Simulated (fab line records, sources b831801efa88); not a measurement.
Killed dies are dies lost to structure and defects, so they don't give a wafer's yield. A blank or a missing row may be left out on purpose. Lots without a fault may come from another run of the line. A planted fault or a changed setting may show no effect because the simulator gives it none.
fab line records | flow sky130
record lots=7 wafers=19 last_day=51
route steps=708 shown SONOS_TUNNEL@166 SONOS_ONO@168 PAD_OPEN@708
lots that met no fault: from a run of the same line without faults
start_h: hours from the record's first day to the start of the lot's first wafer shown | wait_h: hours since the lot's step before | " the same as in the row above | L1.1+2: a row that stands for several wafers | - no value, or no start given | * or withheld: withheld | < > ~ a bound
route shown NAME@n: a module of which the file shows steps, and the number in the route of the first | usual: mean/standard deviation of fault-free wafers | same: alike in all rows | chamber/n: place in a boat | sites: the reading at each site | _std_site: their standard deviation | _edge_site: outer sites' mean less inner sites' | radius_mm: how far each site lies from the wafer's centre | mask NAME#n: copy n | behind: the tool/chamber that last shaped the wafer | hold: why the lot was held/for how many hours/how that ended | device: the transistor (n, p or np) that didn't switch | end of line: the same wafers' tests at the end of the route | a step without rows: its recipe alone | killed: dies lost to structure and defects at the first sort, not the wafer's yield | map: a wafer's dies, x killed, . not, _ none there
set.NAME: the setting as run; set.NAME@STEP: as run at that earlier step | model.NAME: the simulator's own value behind a step, which no gauge read
lots at some steps of the route; a table a step, a row a wafer
services: from which hour (start_h, from the record's first day; less than 0 if before it) a tool's chamber was out of use, for how many hours, and why
## steps
# step SKY_SONOS_TUNNEL_TW_MEAS_12
# usual SONOS_TUNNEL_TW=197.6/1.2
# columns lot.wafer tool chamber start_h wait_h SONOS_TUNNEL_TW
L956.2 film_metro-04 - 273.10 0.0 197.3
L956.3 " - " " 197.9
L956.4 " - " " 197.6
L960.2 film_metro-04 - 304.65 0.0 198.5
L960.5 " - " " 197.7
L960.6 " - " " 197.6
L962.4 film_metro-04 - 318.30 0.0 196.2
L962.5 " - " " 196.4
L962.6 " - " " 197.1
L963.2 film_metro-04 - 328.53 0.0 196.6
L963.3 " - " " 195.6
L964.2 film_metro-03 - 341.98 0.0 199.1
L964.6 " - " " 197.6
L971.2 film_metro-01 - 391.57 0.0 197.8
L971.3 " - " " 198.9
L971.4 " - " " 197.8
L975.1 film_metro-04 - 428.82 0.0 198.2
L975.4 " - " " 197.0
L975.5 " - " " 197.9
# step SKY_SONOS_TUNNEL_CLEAN_13
# recipe chemistry=dHF time_s=20 dilution=100:1 dry=ipa_marangoni
# step SKY_SONOS_ONO_OXIDATION_00
# recipe temp_c=800 ambient=O2 idle_temp_c=700 ramp_up_c_per_min=10 ramp_down_c_per_min=3 stabilise_s=600 purge_s=300 target_thk_a=26 ox_time_s=1249
# step SKY_SONOS_ONO_THK_MEAS_01
# recipe reads=SiO2_of_SONOS_ONO_OXIDATION_00
# usual SONOS_ONO_OXIDATION_THK=2.61/0.068
# columns lot.wafer tool chamber start_h wait_h SONOS_ONO_OXIDATION_THK[nm]
L956.2 film_metro-04 - 275.32 0.0 2.61
L956.3 " - " " 2.69
L956.4 " - " " 2.66
L960.2 film_metro-03 - 307.92 0.0 2.69
L960.5 " - " " 2.65
L960.6 " - " " 2.69
L962.4 film_metro-04 - 320.67 0.0 2.62
L962.5 " - " " 2.61
L962.6 " - " " 2.65
L963.2 film_metro-03 - 330.21 0.0 2.64
L963.3 " - " " 2.58
L964.2 film_metro-04 - 343.40 0.0 2.57
L964.6 " - " " 2.59
L971.2 film_metro-02 - 393.17 0.0 2.54
L971.3 " - " " 2.48
L971.4 " - " " 2.54
L975.1 film_metro-02 - 432.28 0.0 2.63
L975.4 " - " " 2.59
L975.5 " - " " 2.55
# step SKY_SONOS_ONO_CVD_02
# recipe material=Si3N4 precursor=DCS/NH3 target_thk_nm=10.5 temp_c=770 time_s=180 pressure_mtorr=250
# step SKY_SONOS_ONO_THK_MEAS_03
# recipe reads=Si3N4_of_SONOS_ONO_CVD_02
# usual SONOS_ONO_CVD_02_THK=10.49/0.14
# columns lot.wafer tool chamber start_h wait_h SONOS_ONO_CVD_02_THK[nm]
L956.2 film_metro-02 - 279.03 0.0 10.48
L956.3 " - " " 10.47
L956.4 " - " " 10.31
L960.2 film_metro-04 - 309.92 0.0 10.43
L960.5 " - " " 10.49
L960.6 " - " " 10.45
L962.4 film_metro-03 - 322.45 0.0 10.50
L962.5 " - " " 10.62
L962.6 " - " " 10.48
L963.2 film_metro-04 - 331.32 0.0 10.68
L963.3 " - " " 10.66
L964.2 film_metro-03 - 347.58 0.0 10.47
L964.6 " - " " 10.46
L971.2 film_metro-02 - 396.08 0.0 10.44
L971.3 " - " " 10.37
L971.4 " - " " 10.49
L975.1 film_metro-04 - 433.39 0.0 10.70
L975.4 " - " " 10.70
L975.5 " - " " 10.68
# step SKY_SONOS_ONO_CVD_04
# recipe material=SiO2 precursor=SiH4/N2O target_thk_nm=5.7199 temp_c=900 pressure_mtorr=400
# step SKY_SONOS_ONO_THK_MEAS_05
# recipe reads=SiO2_of_SONOS_ONO_CVD_04
# usual SONOS_ONO_CVD_04_THK=5.82/0.1
# columns lot.wafer tool chamber start_h wait_h SONOS_ONO_CVD_04_THK[nm]
L956.2 film_metro-04 - 280.97 0.0 5.70
L956.3 " - " " 5.69
L956.4 " - " " 5.76
L960.2 film_metro-03 - 311.23 0.0 6.04
L960.5 " - " " 5.88
L960.6 " - " " 5.98
L962.4 film_metro-02 - 323.96 0.0 5.79
L962.5 " - " " 5.81
L962.6 " - " " 5.88
L963.2 film_metro-04 - 333.26 0.0 5.65
L963.3 " - " " 5.66
L964.2 film_metro-02 - 348.89 0.0 5.66
L964.6 " - " " 5.69
L971.2 film_metro-03 - 397.39 0.0 5.90
L971.3 " - " " 5.81
L971.4 " - " " 5.86
L975.1 film_metro-03 - 434.70 0.0 5.89
L975.4 " - " " 5.84
L975.5 " - " " 5.86
# step SKY_SONOS_ONO_DEHYDRATE_06
# recipe temp_c=200 time_s=60
# step SKY_SONOS_ONO_HMDS_07
# recipe prime_time_s=60 prime_temp_c=120
# step SKY_SONOS_ONO_COAT_08
# recipe resist=NOVOLAK spin_rpm=3000 resist_thk_nm=1140
# step SKY_SONOS_ONO_SOFTBAKE_09
# recipe temp_c=90 time_s=60 resist=NOVOLAK
# step SKY_SONOS_ONO_EXPOSE_10
# recipe mask_id=ONOM target_cd_nm=410 na=0.6 source_shape=conventional sigma_outer=0.6 dose_mj=150
# columns lot.wafer tool chamber start_h wait_h mask
L956.2+3+4 iline_stepper-02 0 294.08 - ONOM#0
L960.2+5+6 iline_stepper-01 0 324.25 - ONOM#0
L962.4+5+6 iline_stepper-02 0 337.08 - ONOM#0
L963.2+3 iline_stepper-02 0 347.64 - ONOM#0
L964.2+6 iline_stepper-02 0 362.33 - ONOM#0
L971.2+3+4 iline_stepper-01 0 412.65 - ONOM#0
L975.1+4+5 iline_stepper-02 0 449.49 - ONOM#0
# step SKY_SONOS_ONO_PEB_11
# recipe temp_c=withheld time_s=* resist=NOVOLAK
# step SKY_SONOS_ONO_DEVELOP_12
# recipe develop_time_s=60 dev_temp_c=23
# step SKY_SONOS_ONO_CD_MEAS_13
# recipe target_cd_nm=410
# usual cd_nm=410.0/2.1
# columns lot.wafer tool chamber start_h wait_h cd_nm
L956.2 cd_sem-01 - 306.49 0.1 413.6
L956.3 " - " " 412.5
L956.4 " - " " 415.3
L960.2 cd_sem-01 - 337.34 0.1 412.5
L960.5 " - " " 411.0
L960.6 " - " " 410.6
L962.4 cd_sem-02 - 350.82 0.1 412.6
L962.5 " - " " 411.4
L962.6 " - " " 386.1
L963.2 cd_sem-02 - 360.88 0.2 411.4
L963.3 " - " " 384.2
L964.2 cd_sem-02 - 376.24 0.1 409.0
L964.6 " - " " 382.6
L971.2 cd_sem-01 - 427.38 0.1 408.3
L971.3 " - " " 406.3
L971.4 " - " " 408.6
L975.1 cd_sem-01 - 464.77 0.1 412.9
L975.4 " - " " 413.1
L975.5 " - " " 411.7
# step SKY_SONOS_ONO_OVL_MEAS_14
# usual SONOS_ONO_OVL=0.0/1.4
# columns lot.wafer tool chamber start_h wait_h SONOS_ONO_OVL[nm]
L956.2 overlay-01 - 306.59 0.1 -1.0
L956.3 " - " " -2.6
L956.4 " - " " -2.7
L960.2 overlay-02 - 337.44 0.1 1.4
L960.5 " - " " -0.8
L960.6 " - " " -0.6
L962.4 overlay-01 - 350.90 0.1 0.2
L962.5 " - " " 1.7
L962.6 " - " " 3.5
L963.2 overlay-01 - 360.99 0.1 -2.0
L963.3 " - " " 0.5
L964.2 overlay-02 - 376.34 0.1 0.3
L964.6 " - " " 0.1
L971.2 overlay-01 - 427.49 0.1 0.0
L971.3 " - " " 1.5
L971.4 " - " " -0.9
L975.1 overlay-02 - 464.89 0.1 -0.3
L975.4 " - " " -1.9
L975.5 " - " " -2.1
# step SKY_SONOS_ONO_ETCH_15
# recipe target_depth_nm=19.52 chemistry=CHF3/O2 source_w=600 bias_w=200 pressure_mtorr=40 chf3_flow_sccm=50 O2_flow_sccm=5 time_s=7.8
# usual drypump_motor_current_A=5.9/0.55 oes_product_au=0.996/0.0072 throttle_valve_pct=8.825/0.0094
# columns lot.wafer tool chamber start_h wait_h drypump_motor_current_A oes_product_au rf_hours_counter_h throttle_valve_pct model.SONOS_ONO.cd_nm
L956.2 rie_diel-04 0 306.62 0.0 4.9 0.994 79 8.839 413.6
L956.3 " 3 " " 6.7 1.007 75 8.834 412.5
L956.4 " 2 " " 6.5 1.002 5 8.835 415.2
L960.2 rie_diel-04 0 337.47 0.0 4.9 0.984 79 8.828 412.5
L960.5 " 0 " " 4.9 0.998 - 8.833 411.2
L960.6 " 1 " " 6.0 0.997 - 8.829 410.5
L962.4 rie_diel-04 0 350.92 0.0 4.9 1.008 79 8.811 412.8
L962.5 " 3 " " 6.7 0.996 - 8.830 411.1
L962.6 " 2 " " 6.5 0.993 - 8.818 386.1
L963.2 rie_diel-01 2 361.02 0.0 6.3 0.991 2 8.809 411.3
L963.3 " 0 " " 5.7 0.982 1 8.822 384.1
L964.2 rie_diel-03 3 376.37 0.0 4.9 0.994 2 8.820 409.5
L964.6 " 1 " " 6.2 0.991 - 8.823 382.5
L971.2 rie_diel-04 3 427.52 0.0 6.7 1.000 78 8.792 408.2
L971.3 " 0 " " 4.9 0.989 81 8.829 406.4
L971.4 " 2 " " 6.5 0.997 7 8.814 408.7
L975.1 rie_diel-04 1 464.92 0.0 6.0 0.998 1 8.831 412.9
L975.4 " 2 " " 6.5 0.989 - 8.817 413
L975.5 " 1 " " 6.0 1.004 - 8.817 411.5
# step SKY_SONOS_ONO_WET_ETCH_16
# recipe chemistry=dHF target_depth_nm=14 dry=n2_spin target=SiO2 dilution=100:1 temp_c=25 time_s=280
# step SKY_PAD_OPEN_PROBE_99
# usual killed_at_M0_to_M3=43/6.9 killed_at_M4_up=3.2/1.6 killed_at_contacts=25/5.1 killed_at_front_end=16/4.5 killed_at_other=0.3/0.68 killed_dies=87/8.9 killed_open=48/6.9 killed_short=39/6.3
# same gross_dies=492 killed_at_back_side=0
# columns lot.wafer tool chamber start_h wait_h killed_at_M0_to_M3 killed_at_M4_up killed_at_contacts killed_at_front_end killed_at_other killed_dies killed_open killed_short
L960.2 prober-02 - 1131.62 0.1 39 1 24 19 0 83 43 40
L960.5 prober-02 - 1131.77 0.2 48 4 23 11 0 86 43 43
L960.6 prober-02 - 1131.82 0.2 47 5 31 21 0 104 59 45
L962.4 prober-02 - 1142.10 0.2 49 5 26 18 0 98 51 47
L962.5 prober-02 - 1142.15 0.2 40 3 31 10 1 85 53 32
L962.6 prober-02 - 1142.20 0.2 44 2 23 13 0 82 51 31
L964.6 prober-02 - 1159.39 0.2 44 1 33 13 0 91 52 37
# killed by level:class
L960.2 CONTACT:geometric_particle:open=9 VIA1:geometric_particle:open=9 POLY_GATE:geometric_particle:short=8 METAL2:geometric_particle:short=8 VIA2:geometric_particle:open=7 VIA3:geometric_particle:open=7 CONTACT:geometric_particle:short=6 FIELD_ISO:geometric_particle:short=4
L960.5 VIA1:geometric_particle:open=13 METAL2:geometric_particle:short=9 CONTACT:geometric_particle:open=8 VIA1:geometric_particle:short=6 LI_CONTACT:geometric_particle:open=5 VIA2:geometric_particle:open=5 CONTACT:geometric_particle:short=4 VIA3:geometric_particle:open=4
L960.6 CONTACT:geometric_particle:open=13 VIA1:geometric_particle:open=12 VIA3:geometric_particle:open=8 VIA2:geometric_particle:open=7 LI_CONTACT:geometric_particle:open=7 POLY_GATE:geometric_particle:open=6 CONTACT:geometric_particle:short=6 VIA1:geometric_particle:short=6
L962.4 VIA1:geometric_particle:open=13 LI_CONTACT:geometric_particle:open=9 FIELD_ISO:geometric_particle:short=7 VIA2:geometric_particle:open=7 CONTACT:geometric_particle:open=7 METAL2:geometric_particle:short=7 METAL1:geometric_particle:short=6 FIELD_ISO:geometric_particle:open=5
L962.5 CONTACT:geometric_particle:open=16 VIA1:geometric_particle:open=10 VIA3:geometric_particle:open=7 LI_CONTACT:geometric_particle:open=6 VIA1:geometric_particle:short=5 VIA2:geometric_particle:open=5 CONTACT:geometric_particle:short=4 VIA2:geometric_particle:short=4
L962.6 VIA1:geometric_particle:open=11 LI_CONTACT:geometric_particle:open=10 CONTACT:geometric_particle:open=8 VIA2:geometric_particle:open=7 VIA3:geometric_particle:open=7 FIELD_ISO:geometric_particle:short=4 METAL2:geometric_particle:short=4 POLY_GATE:geometric_particle:short=3
L964.6 LI_CONTACT:geometric_particle:open=11 CONTACT:geometric_particle:open=9 VIA1:geometric_particle:open=8 CONTACT:geometric_particle:short=7 VIA1:geometric_particle:short=7 METAL1:geometric_particle:short=5 VIA2:geometric_particle:open=5 METAL2:geometric_particle:open=4
## services
# columns tool chamber start_h hours kind
rie_diel-03 3 302.17 - clean
rie_diel-03 3 302.17 15.4 scheduled_down
rie_diel-03 3 302.17 15.4 vent_cycle
rie_diel-01 1 305.42 3.2 repair
iline_stepper-01 0 312.51 - calibration
iline_stepper-02 - 326.94 1.6 repair
rie_diel-04 - 334.51 2.8 pm
rie_diel-03 1 336.18 8.1 repair
rie_diel-03 2 337.05 1.8 repair
rie_diel-04 0 371.29 2.4 repair
iline_stepper-02 - 384.66 1.7 pm
rie_diel-04 1 385.29 - clean
rie_diel-04 1 385.29 19.9 scheduled_down
rie_diel-04 1 385.29 19.9 vent_cycle
rie_diel-04 3 389.52 8.2 repair
rie_diel-03 0 403.15 - clean
rie_diel-03 0 403.15 21.1 scheduled_down
rie_diel-03 0 403.15 21.1 vent_cycle
rie_diel-01 3 421.48 6.1 repair
rie_diel-04 - 425.35 0.1 repair
rie_diel-01 0 426.44 16.3 repair
iline_stepper-01 - 431.06 1.7 pm
iline_stepper-02 0 449.05 - calibration
rie_diel-04 3 462.05 7.1 repair
## key
first_sign step=SKY_SONOS_ONO_CD_MEAS_13 reading=cd_nm direction=down sigmas=12 usual=410.0 struck=384.3
effect none on later readings
model_effect step=SKY_SONOS_ONO_ETCH_15 value=SONOS_ONO.cd_nm without=411.3 struck=384.2
met_at SKY_SONOS_ONO_EXPOSE_10
struck_wafers L962.6,L963.3,L964.6
tester_left_out L962,L963,L964
onset_between 294.08 337.08
fault kind=process_parameter_drift tool=iline_stepper-02 chamber=- onset_h=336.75 steps=SKY_SONOS_ONO_EXPOSE_10 channel=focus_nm offset=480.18 shape=step end_h=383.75 scope=struck_wafers_only
# tester_left_out: of these lots the tester's yield and bins aren't shown, on N5 and GAA mostly nor the transistor test; their killed dies are dies lost to structure and defects alone, not to doping, threshold or leakage, so they don't give the yield
